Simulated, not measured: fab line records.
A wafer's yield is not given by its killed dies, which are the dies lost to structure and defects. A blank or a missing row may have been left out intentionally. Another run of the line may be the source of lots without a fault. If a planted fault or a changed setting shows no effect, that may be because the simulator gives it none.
fab line records + flow sky130
[record]
- lots = 5
- wafers = 15
- last-day = 50
route steps=708 shown POLY_GATE@218 PAD_OPEN@708
lots that met no fault: from a run of the same line without faults
start-h: the number of hours between the record's first day and the start of the first shown wafer of the lot + wait-h: hours from the lot's prior step to this one + " identical to the entry in the row above + L1.1+2: a row that stands for several wafers + - value missing, or start not given + * or withheld: withheld + < > ~ a bound
route shown NAME@n: names a module that has steps shown in the file, with the first one's number in the route + usual: average and standard deviation across the fault-free wafers + same: alike in all rows + chamber/n: place in a boat + sites: each site's reading + _std_site: their standard deviation + _edge_site: outer sites' mean less inner sites' + radius-mm: for every site, how far away it sits from the centre of the wafer + mask NAME#n: copy n + behind: the most recent tool/chamber to have shaped the wafer + hold: what put the lot on hold/how long, in hours/how the hold closed + device: names the non-switching transistor (n, p or np) + end of line: the same wafers' tests at the end of the route + a step given without rows: its recipe and nothing more + killed: at the first sort, the dies lost to defects and structure; wafer yield is something else + map: a wafer's dies, x killed, . not, _ none there
set.NAME: the setting as run; set.NAME@STEP: as run at that earlier step + model.NAME: the simulator's own value behind a step, which no gauge read
certain route steps with their lots: each step a table, each wafer a row
services: from which hour (start-h, from the record's first day; less than 0 if before it) a tool's chamber was out of use, for how many hours, and why
[[steps]]
[step SKY_POLY_GATE_THK_MEAS_04]
[recipe]
- reads = Si3N4_of_POLY_GATE_CVD_03
[usual]
- POLY_GATE_CVD_03_THK = 75.2/0.7
| lot.wafer | tool          | chamber | start-h | wait-h | POLY_GATE_CVD_03_THK[nm] |
|-----------|---------------|---------|---------|--------|--------------------------|
| L924.2    | film-metro-02 | -       | 336.33  | 0.0    | 75.7                     |
| L924.3    | "             | -       | "       | "      | 75.2                     |
| L924.4    | "             | -       | "       | "      | 75.8                     |
| L932.1    | film-metro-02 | -       | 406.32  | 0.0    | 75.3                     |
| L932.3    | "             | -       | "       | "      | 74.9                     |
| L932.5    | "             | -       | "       | "      | 75.7                     |
| L938.1    | film-metro-01 | -       | 472.16  | 0.0    | 74.5                     |
| L938.3    | "             | -       | "       | "      | 74.5                     |
| L938.4    | "             | -       | "       | "      | 74.7                     |
| L941.1    | film-metro-04 | -       | 479.73  | 0.0    | 75.5                     |
| L941.3    | "             | -       | "       | "      | 75.9                     |
| L941.6    | "             | -       | "       | "      | 75.1                     |
| L946.2    | film-metro-01 | -       | 526.26  | 0.0    | 75.2                     |
| L946.3    | "             | -       | "       | "      | 75.2                     |
| L946.4    | "             | -       | "       | "      | 75.3                     |
[step SKY_POLY_GATE_DEHYDRATE_05]
[recipe]
- temp-c = 200
- time-s = 60
[step SKY_POLY_GATE_HMDS_06]
[recipe]
- prime-time-s = 60
- prime-temp-c = 120
[step SKY_POLY_GATE_COAT_07]
[recipe]
- resist = BARC
- temp-c = withheld
- time-s = withheld
- spin-rpm = 3000
- resist-thk-nm = 110
[step SKY_POLY_GATE_COAT_08]
[recipe]
- resist = KrF-thick
- spin-rpm = 3000
- resist-thk-nm = 450
[step SKY_POLY_GATE_SOFTBAKE_09]
[recipe]
- temp-c = 100
- time-s = 90
- resist = KrF-thick
[step SKY_POLY_GATE_EXPOSE_10]
[recipe]
- mask-id = P1M
- na = 0.68
- source-shape = conventional
- sigma-outer = 0.6
- target-cd-nm = 150
- dose-mj = 28
[step SKY_POLY_GATE_PEB_11]
[recipe]
- peb-temp-c = withheld
- peb-time-s = withheld
- resist = KrF-thick
[step SKY_POLY_GATE_DEVELOP_12]
[recipe]
- develop-time-s = 60
- resist = KrF-thick
- dev-temp-c = 21
[step SKY_POLY_GATE_CD_MEAS_13]
[recipe]
- target-cd-nm = 150
[usual]
- cd-nm = 149.9/1.3
| lot.wafer | tool      | chamber | start-h | wait-h | cd-nm |
|-----------|-----------|---------|---------|--------|-------|
| L924.2    | cd-sem-02 | -       | 363.64  | -      | 149.6 |
| L924.3    | "         | -       | "       | "      | 151.3 |
| L924.4    | "         | -       | "       | "      | 152.1 |
| L932.1    | cd-sem-02 | -       | 437.13  | -      | 149.3 |
| L932.3    | "         | -       | "       | "      | 149.2 |
| L932.5    | "         | -       | "       | "      | 150.2 |
| L938.1    | cd-sem-02 | -       | 503.21  | -      | 148.2 |
| L938.3    | "         | -       | "       | "      | 148.3 |
| L938.4    | "         | -       | "       | "      | 148.4 |
| L941.1    | cd-sem-02 | -       | 510.56  | -      | 152.2 |
| L941.3    | "         | -       | "       | "      | 152.3 |
| L941.6    | "         | -       | "       | "      | 151.8 |
| L946.2    | cd-sem-01 | -       | 555.93  | -      | 149.1 |
| L946.3    | "         | -       | "       | "      | 149.3 |
| L946.4    | "         | -       | "       | "      | 149.2 |
[step SKY_POLY_GATE_OVL_MEAS_14]
[usual]
- POLY_GATE_OVL = -1/4.4
| lot.wafer | tool       | chamber | start-h | wait-h | POLY_GATE_OVL[nm] |
|-----------|------------|---------|---------|--------|-------------------|
| L924.2    | overlay-01 | -       | 363.74  | 0.1    | 0                 |
| L924.3    | "          | -       | "       | "      | -2                |
| L924.4    | "          | -       | "       | "      | -6                |
| L932.1    | overlay-02 | -       | 437.25  | 0.1    | 4                 |
| L932.3    | "          | -       | "       | "      | -1                |
| L932.5    | "          | -       | "       | "      | 3                 |
| L938.1    | overlay-02 | -       | 503.33  | 0.1    | 3                 |
| L938.3    | "          | -       | "       | "      | -1                |
| L938.4    | "          | -       | "       | "      | -1                |
| L941.1    | overlay-02 | -       | 510.68  | 0.1    | 6                 |
| L941.3    | "          | -       | "       | "      | 3                 |
| L941.6    | "          | -       | "       | "      | -3                |
| L946.2    | overlay-01 | -       | 556.03  | 0.1    | 0                 |
| L946.3    | "          | -       | "       | "      | 3                 |
| L946.4    | "          | -       | "       | "      | -1                |
[step SKY_POLY_GATE_ETCH_15]
[recipe]
- chemistry = N2/H2
- target = BARC
- ion-energy-ev = 200
- source-w = 500
- bias-w = 100
- pressure-mtorr = 30
- n2-flow-sccm = 100
- h2-flow-sccm = 200
- stop-on = SiO2
- time-s = 118.5
- target-depth-a = 1100
[usual]
- drypump-motor-current-A = 5.7/0.47
- n2-flow-sccm = 100.00/0.26
- oes-product-au = 0.716/0.0049
- rf-fwd-power-W = 497.2/1.7
- throttle-valve-pct = 13.212/0.0085
| lot.wafer | tool        | chamber | start-h | wait-h | drypump-motor-current-A | n2-flow-sccm | oes-product-au | rf-fwd-power-W | rf-hours-counter-h | throttle-valve-pct |
|-----------|-------------|---------|---------|--------|-------------------------|--------------|----------------|----------------|--------------------|--------------------|
| L924.2    | rie-diel-01 | 0       | 363.77  | 0.0    | 6.4                     | 100.24       | 0.712          | 499.5          | 6                  | 13.196             |
| L924.3    | "           | 2       | "       | "      | 5.4                     | 100.02       | 0.712          | 497.3          | 93                 | 13.211             |
| L924.4    | "           | 3       | "       | "      | 5.0                     | 100.04       | 0.721          | 495.8          | 8                  | 13.213             |
| L932.1    | rie-diel-04 | 3       | 437.28  | 0.0    | 5.7                     | 99.94        | 0.718          | 497.6          | 36                 | 13.223             |
| L932.3    | "           | 2       | "       | "      | 5.9                     | 100.27       | 0.720          | 494.8          | 80                 | 13.215             |
| L932.5    | "           | 3       | "       | "      | 5.8                     | 100.03       | 0.711          | 497.9          | -                  | 13.216             |
| L938.1    | rie-diel-03 | 0       | 503.36  | 0.0    | 5.1                     | 100.23       | 0.707          | 495.9          | 1                  | 13.203             |
| L938.3    | "           | 1       | "       | "      | 5.6                     | 99.76        | 0.720          | 493.5          | 92                 | 13.213             |
| L938.4    | "           | 3       | "       | "      | 5.9                     | 99.92        | 0.715          | 497.4          | 20                 | 13.221             |
| L941.1    | rie-diel-01 | 0       | 510.72  | 0.0    | 6.4                     | 100.35       | 0.720          | 498.9          | 9                  | 13.209             |
| L941.3    | "           | 3       | "       | "      | 5.1                     | 100.33       | 0.719          | 497.8          | 11                 | 13.198             |
| L941.6    | "           | 0       | "       | "      | 6.4                     | 100.18       | 0.711          | 496.7          | -                  | 13.220             |
| L946.2    | rie-diel-04 | 0       | 556.06  | 0.0    | 6.4                     | 100.04       | 0.711          | 497.4          | 3                  | 13.206             |
| L946.3    | "           | 2       | "       | "      | 6.0                     | 100.22       | 0.724          | 497.1          | 82                 | 13.226             |
| L946.4    | "           | 3       | "       | "      | 5.7                     | 100.12       | 0.710          | 496.5          | 38                 | 13.201             |
[step SKY_POLY_GATE_ETCH_16]
[recipe]
- stop-on = poly-Si
- chemistry = CH3F/O2
- target = Si3N4
- source-w = 400
- bias-w = 80
- pressure-mtorr = 25
- ch3f-flow-sccm = 40
- O2_flow_sccm = 30
- time-s = 147.5
- target-depth-a = 750
[usual]
- O2_flow_sccm = 30.01/0.091
- drypump-motor-current-A = 5.7/0.47
- oes-product-au = 0.642/0.0051
- rf-fwd-power-W = 398.4/1.4
- throttle-valve-pct = 10.535/0.009
| lot.wafer | tool        | chamber | start-h | wait-h | O2_flow_sccm | drypump-motor-current-A | oes-product-au | rf-fwd-power-W | rf-hours-counter-h | throttle-valve-pct | model.KrF-thick_of_POLY_GATE_COAT_08.thk-nm |
|-----------|-------------|---------|---------|--------|--------------|-------------------------|----------------|----------------|--------------------|--------------------|---------------------------------------------|
| L924.2    | rie-diel-01 | 0       | 363.85  | 0.0    | 30.03        | 6.4                     | 0.633          | 399.6          | 6                  | 10.535             | 237.8                                       |
| L924.3    | "           | 2       | "       | "      | 29.89        | 5.4                     | 0.638          | 400.1          | 93                 | 10.534             | 232.2                                       |
| L924.4    | "           | 3       | "       | "      | 30.03        | 5.1                     | 0.652          | 398.0          | 8                  | 10.535             | 232.2                                       |
| L932.1    | rie-diel-04 | 3       | 437.37  | 0.0    | 30.06        | 5.7                     | 0.643          | 398.2          | 36                 | 10.526             | 234.8                                       |
| L932.3    | "           | 2       | "       | "      | 30.07        | 6.0                     | 0.640          | 397.3          | 80                 | 10.546             | 234.6                                       |
| L932.5    | "           | 3       | "       | "      | 29.97        | 5.7                     | 0.637          | 399.2          | -                  | 10.520             | 234.4                                       |
| L938.1    | rie-diel-03 | 0       | 503.45  | 0.0    | 30.16        | 5.1                     | 0.642          | 397.2          | 1                  | 10.536             | 235.7                                       |
| L938.3    | "           | 1       | "       | "      | 30.06        | 5.5                     | 0.637          | 398.0          | 92                 | 10.544             | 235.6                                       |
| L938.4    | "           | 3       | "       | "      | 29.88        | 5.8                     | 0.638          | 397.7          | 20                 | 10.522             | 238.9                                       |
| L941.1    | rie-diel-01 | 0       | 510.80  | 0.0    | 30.05        | 6.4                     | 0.644          | 333.8          | 9                  | 10.521             | 244.6                                       |
| L941.3    | "           | 3       | "       | "      | 29.94        | 5.1                     | 0.641          | 398.1          | 11                 | 10.550             | 232                                         |
| L941.6    | "           | 0       | "       | "      | 29.96        | 6.5                     | 0.641          | 334.8          | -                  | 10.548             | 244.4                                       |
| L946.2    | rie-diel-04 | 0       | 556.15  | 0.0    | 30.03        | 6.4                     | 0.645          | 399.3          | 3                  | 10.537             | 233.2                                       |
| L946.3    | "           | 2       | "       | "      | 30.02        | 5.9                     | 0.644          | 398.9          | 82                 | 10.540             | 233.3                                       |
| L946.4    | "           | 3       | "       | "      | 30.07        | 5.7                     | 0.647          | 398.6          | 38                 | 10.545             | 239.3                                       |
[step SKY_POLY_GATE_ETCH_17]
[recipe]
- target-depth-nm = 180
- stop-on = SiO2
- over-etch-frac = 0.56667
- chemistry = HBr/Cl2
- target = poly-Si
- icp-w = 400
- bias-w = 100
- pressure-mtorr = 10
- HBr_flow_sccm = 150
- Cl2_flow_sccm = 50
- time-s = 70.5
[usual]
- drypump-motor-current-A = 5.6/0.49
- oes-product-au = 0.986/0.0072
- rf-fwd-power-W = 396.3/1.7
- throttle-valve-pct = 33.685/0.0092
| lot.wafer | tool      | chamber | start-h | wait-h | drypump-motor-current-A | oes-product-au | rf-fwd-power-W | rf-hours-counter-h | throttle-valve-pct | model.KrF-thick_of_POLY_GATE_COAT_08.thk-nm |
|-----------|-----------|---------|---------|--------|-------------------------|----------------|----------------|--------------------|--------------------|---------------------------------------------|
| L924.2    | rie-si-02 | 1       | 363.95  | 0.0    | 6.1                     | 0.993          | 399.0          | 68                 | 33.677             | 144.5                                       |
| L924.3    | "         | 2       | "       | "      | 5.6                     | 0.973          | 396.2          | 3                  | 33.691             | 139.8                                       |
| L924.4    | "         | 0       | "       | "      | 5.3                     | 0.998          | 398.4          | 4                  | 33.690             | 135.3                                       |
| L932.1    | rie-si-02 | 1       | 437.47  | 0.0    | 6.1                     | 0.983          | 396.5          | 69                 | 33.685             | 141.9                                       |
| L932.3    | "         | 3       | "       | "      | 6.4                     | 1.000          | 395.8          | 60                 | 33.687             | 139                                         |
| L932.5    | "         | 0       | "       | "      | 5.3                     | 0.988          | 396.4          | -                  | 33.687             | 138.6                                       |
| L938.1    | rie-si-02 | 3       | 503.55  | 0.0    | 6.4                     | 0.989          | 395.4          | 0                  | 33.697             | 141.9                                       |
| L938.3    | "         | 1       | "       | "      | 6.1                     | 0.990          | 398.4          | 0                  | 33.685             | 140.8                                       |
| L938.4    | "         | 0       | "       | "      | 5.3                     | 0.994          | 395.7          | 5                  | 33.665             | 143.6                                       |
| L941.1    | rie-si-01 | 1       | 510.90  | 0.0    | 5.1                     | 0.997          | 397.7          | 4                  | 33.681             | 150.2                                       |
| L941.3    | "         | 0       | "       | "      | 4.9                     | 0.990          | 394.1          | 41                 | 33.683             | 135.3                                       |
| L941.6    | "         | 3       | "       | "      | 6.0                     | 0.984          | 397.5          | -                  | 33.691             | 149.8                                       |
| L946.2    | rie-si-02 | 0       | 556.25  | 0.0    | 5.3                     | 0.997          | 395.6          | 5                  | 33.688             | 137.6                                       |
| L946.3    | "         | 2       | "       | "      | 5.5                     | 0.984          | 394.0          | 4                  | 33.673             | 141.1                                       |
| L946.4    | "         | 1       | "       | "      | 6.1                     | 0.997          | 396.5          | 0                  | 33.694             | 145.3                                       |
[step SKY_POLY_GATE_STRIP_18]
[recipe]
- chemistry = O2/N2
- power-w = 1400
- pressure-mtorr = 1500
- platen-temp-c = withheld
- o2-flow-sccm = 3000
- n2-flow-sccm = 300
- overash-fraction = 0.5
[usual]
- drypump-motor-current-A = 6.0/0.4
- n2-flow-sccm = 300.0/0.94
- oes-product-au = 0.361/0.0047
- strip-time-to-endpoint-s = 3.16/0.035
| lot.wafer | tool            | chamber | start-h | wait-h | drypump-motor-current-A | n2-flow-sccm | oes-product-au | rf-hours-counter-h | strip-time-to-endpoint-s |
|-----------|-----------------|---------|---------|--------|-------------------------|--------------|----------------|--------------------|--------------------------|
| L924.2    | plasma-asher-03 | 0       | 364.01  | 0.0    | 6.4                     | 299.2        | 0.358          | 67                 | 3.22                     |
| L924.3    | "               | 0       | "       | "      | 6.4                     | 300.6        | 0.358          | -                  | 3.17                     |
| L924.4    | "               | 1       | "       | "      | 6.0                     | 299.6        | 0.357          | -                  | 3.11                     |
| L932.1    | plasma-asher-04 | 1       | 437.52  | 0.0    | 5.9                     | 300.2        | 0.365          | 60                 | 3.19                     |
| L932.3    | "               | 0       | "       | "      | 5.3                     | 301.1        | 0.357          | -                  | 3.15                     |
| L932.5    | "               | 0       | "       | "      | 5.2                     | 301.0        | 0.370          | -                  | 3.15                     |
| L938.1    | plasma-asher-03 | 0       | 503.60  | 0.0    | 6.4                     | 297.8        | 0.360          | 7                  | 3.19                     |
| L938.3    | "               | 1       | "       | "      | 6.0                     | 299.3        | 0.352          | -                  | 3.16                     |
| L938.4    | "               | 0       | "       | "      | 6.4                     | 300.3        | 0.357          | -                  | 3.20                     |
| L941.1    | plasma-asher-04 | 0       | 510.96  | 0.0    | 5.3                     | 299.4        | 0.365          | 67                 | 3.27                     |
| L941.3    | "               | 1       | "       | "      | 5.8                     | 298.6        | 0.357          | -                  | 3.13                     |
| L941.6    | "               | 0       | "       | "      | 5.3                     | 298.5        | 0.361          | -                  | 3.27                     |
| L946.2    | plasma-asher-01 | 0       | 556.30  | 0.0    | 6.4                     | 300.6        | 0.356          | 86                 | 3.14                     |
| L946.3    | "               | 0       | "       | "      | 6.4                     | 300.2        | 0.365          | -                  | 3.18                     |
| L946.4    | "               | 1       | "       | "      | 5.9                     | 300.5        | 0.368          | -                  | 3.23                     |
[step SKY_POLY_GATE_CLEAN_19]
[recipe]
- chemistry = SC1/SC2
- mix = 1:4:20
- temp-c = 70
- time-s = 150
- dry = n2-spin
[step SKY_PAD_OPEN_PROBE_99]
[usual]
- killed_at_M0_to_M3 = 44/7.1
- killed_at_M4_up = 3.3/1.8
- killed-at-contacts = 24/5.1
- killed-at-front-end = 16/4.7
- killed-at-other = 0.3/0.52
- killed-dies = 87/9.7
- killed-open = 47/6.8
- killed-short = 39/6.7
[same]
- gross-dies = 492
- killed-at-back-side = 0
| lot.wafer | tool      | chamber | start-h | wait-h | killed_at_M0_to_M3 | killed_at_M4_up | killed-at-contacts | killed-at-front-end | killed-at-other | killed-dies | killed-open | killed-short |
|-----------|-----------|---------|---------|--------|--------------------|-----------------|--------------------|---------------------|-----------------|-------------|-------------|--------------|
| L938.1    | prober-02 | -       | 1166.34 | 0.1    | 46                 | 4               | 23                 | 17                  | 0               | 90          | 52          | 36           |
| L938.3    | prober-02 | -       | 1166.44 | 0.2    | 61                 | 2               | 20                 | 15                  | 0               | 98          | 51          | 45           |
| L938.4    | prober-02 | -       | 1166.49 | 0.2    | 44                 | 2               | 26                 | 19                  | 0               | 91          | 41          | 50           |
| L946.2    | prober-02 | -       | 1192.22 | 0.1    | 40                 | 1               | 38                 | 17                  | 1               | 97          | 57          | 39           |
| L946.3    | prober-02 | -       | 1192.27 | 0.2    | 43                 | 1               | 28                 | 11                  | 1               | 84          | 41          | 42           |
| L946.4    | prober-02 | -       | 1192.32 | 0.2    | 31                 | 1               | 25                 | 13                  | 2               | 72          | 44          | 26           |
// killed by level:class
L938.1 VIA1:geometric-particle:open=12 CONTACT:geometric-particle:open=10 LI_CONTACT:geometric-particle:open=7 VIA1:geometric-particle:short=6 FIELD_ISO:geometric-particle:open=5 METAL1:geometric-particle:short=4 METAL2:geometric-particle:short=4 VIA2:geometric-particle:open=4
L938.3 VIA1:geometric-particle:open=16 VIA3:geometric-particle:open=10 LI_CONTACT:geometric-particle:short=7 VIA1:geometric-particle:short=7 METAL2:geometric-particle:short=7 LI_CONTACT:geometric-particle:open=6 FIELD_ISO:geometric-particle:short=4 VIA2:geometric-particle:open=4
L938.4 VIA1:geometric-particle:open=10 CONTACT:geometric-particle:open=7 VIA1:geometric-particle:short=7 LOCAL_INTERCONNECT:geometric-particle:short=6 FIELD_ISO:geometric-particle:short=5 LI_CONTACT:geometric-particle:short=5 VIA3:geometric-particle:open=5 FIELD_ISO:geometric-particle:open=4
L946.2 CONTACT:geometric-particle:open=15 VIA3:geometric-particle:open=9 LI_CONTACT:geometric-particle:open=8 VIA1:geometric-particle:open=8 LOCAL_INTERCONNECT:geometric-particle:short=6 FIELD_ISO:geometric-particle:short=5 POLY_GATE:geometric-particle:short=5 CONTACT:geometric-particle:short=5
L946.3 CONTACT:geometric-particle:open=11 METAL3:geometric-particle:short=8 VIA1:geometric-particle:open=8 METAL2:geometric-particle:short=7 LI_CONTACT:geometric-particle:open=6 FIELD_ISO:geometric-particle:open=4 LI_CONTACT:geometric-particle:short=4 LOCAL_INTERCONNECT:geometric-particle:short=4
L946.4 CONTACT:geometric-particle:open=11 VIA1:geometric-particle:open=8 VIA2:geometric-particle:open=7 FIELD_ISO:geometric-particle:open=6 LOCAL_INTERCONNECT:geometric-particle:short=5 VIA3:geometric-particle:open=5 LI_CONTACT:geometric-particle:open=4 CONTACT:geometric-particle:short=4
[[services]]
| tool            | chamber | start-h | hours | kind   |
|-----------------|---------|---------|-------|--------|
| rie-diel-04     | 1       | 344.45  | 12.6  | repair |
| plasma-asher-03 | -       | 348.15  | 7.2   | repair |
| rie-diel-01     | 0       | 350.68  | 11.2  | repair |
| rie-diel-04     | 3       | 355.25  | 12.6  | repair |
| plasma-asher-03 | -       | 403.94  | 1.8   | repair |
| rie-diel-01     | 3       | 406.16  | 7.1   | repair |
| rie-diel-01     | 0       | 407.09  | 8.8   | repair |
| plasma-asher-03 | -       | 421.25  | 9.0   | pm     |
| rie-diel-04     | -       | 425.43  | 1.2   | repair |
| rie-diel-03     | -       | 443.09  | 14.6  | pm     |
| rie-diel-03     | -       | 458.96  | 0.7   | repair |
| rie-si-02       | -       | 472.73  | 1.5   | repair |
| plasma-asher-03 | -       | 483.82  | 0.5   | repair |
| rie-diel-01     | 1       | 490.07  | 1.3   | repair |
| rie-diel-03     | -       | 495.18  | 0.7   | repair |
| rie-diel-01     | -       | 497.93  | 2.8   | pm     |
| rie-diel-04     | 0       | 498.26  | 17.6  | repair |
| rie-diel-01     | 2       | 507.43  | 7.2   | repair |
| rie-si-02       | 1       | 509.54  | 20.0  | repair |
| rie-diel-04     | 1       | 523.77  | 17.8  | repair |
| rie-diel-01     | 0       | 525.04  | 7.7   | repair |
| rie-diel-04     | -       | 530.10  | 0.6   | repair |
| plasma-asher-03 | -       | 535.53  | 1.2   | repair |
| rie-diel-01     | 3       | 545.20  | 2.7   | repair |
[[key]]
[first-sign]
- step = SKY_POLY_GATE_ETCH_16
- reading = rf-fwd-power-W
- direction = down
- sigmas = 46
- usual = 398.4
- struck = 334.3
[effect]
- step = SKY_POLY_GATE_STRIP_18
- reading = strip-time-to-endpoint-s
- direction = up
- sigmas = 3.1
- usual = *
- struck = *
[model-effect]
- step = SKY_POLY_GATE_ETCH_16
- value = KrF-thick_of_POLY_GATE_COAT_08.thk-nm
- without = 237.7
- struck = 244.5
[model-effect]
- step = SKY_POLY_GATE_ETCH_17
- value = KrF-thick_of_POLY_GATE_COAT_08.thk-nm
- without = 143.1
- struck = 150
met-at SKY_POLY_GATE_ETCH_16
struck-wafers L941.1,L941.6
tester-left-out L941
onset-between 363.85 510.80
[fault]
- kind = process-parameter-drift
- tool = rie-diel-01
- chamber = 0
- onset-h = 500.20
- steps = SKY_POLY_GATE_ETCH_16
- channel = source-w
- offset = -64
- shape = step
- end-h = 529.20
- acts-in = these-recipes-only
- stated = 400
// tester-left-out: of these lots the tester's yield and bins aren't shown, on N5 and GAA mostly nor the transistor test; their killed dies are dies lost to structure and defects alone, not to doping, threshold or leakage, so they don't give the yield
